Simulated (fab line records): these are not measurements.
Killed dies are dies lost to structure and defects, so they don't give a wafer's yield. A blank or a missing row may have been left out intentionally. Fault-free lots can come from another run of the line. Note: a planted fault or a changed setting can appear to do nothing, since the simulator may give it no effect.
Chamber matching ; flow gf180mcu ; 4 sister chambers for GF_V4_CMP_04 on cmp-01
The step polishes SiO2. 8 wafers are shown with their chamber, then 8 later ones without.

WAFERS, EACH WITH ITS CHAMBER
wafer;chamber;motor current A (A);time to endpoint s (s)
L874.4;0;12.2;83
L874.5;2;12.7;93
L882.1;1;11.4;76
L882.5;2;11.6;84
L884.4;3;12.4;77
L884.5;3;13.7;81
L884.6;0;12.3;75
L886.1;1;11.8;76

WAFERS MISSING THEIR CHAMBER
wafer;motor current A (A);time to endpoint s (s)
L886.4;12.2;95
L886.5;12.3;86
L887.4;12.5;81
L887.5;11.8;78
L887.6;11.9;78
L891.4;11.6;81
L891.5;13.3;75
L891.6;12.3;75

THE CHAMBER EACH PASSED THROUGH
wafer;from the rows above;in truth
L886.4;2;2
L886.5;can't be placed: 2 or 0 or 3 or 1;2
L887.4;can't be placed: 0 or 3 or 2 or 1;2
L887.5;can't be placed: 1 or 0 or 3 or 2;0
L887.6;can't be placed: 0 or 1 or 3 or 2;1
L891.4;can't be placed: 1 or 0 or 2 or 3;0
L891.5;can't be placed: 3 or 0 or 1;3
L891.6;can't be placed: 0 or 1 or 3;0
Correctly placed: 1 of 8. Not placeable from these rows: 7 (in 7, the candidates include the true chamber). Wrongly placed: 0.
How it was worked out, from the rows above alone: a wafer's distance from a chamber is the root of the sum, over the readings, of the square of ((its reading less the chamber's mean) divided by the reading's scatter). The wafer belongs to the nearest chamber; if the next one is less than 2 further off, it can't be placed. For every chamber, the mean is computed from those of its wafers that are shown. The scatter: the root of (the sum of the squares of (reading less its chamber's mean) over the shown wafers, divided by (wafers less chambers)).
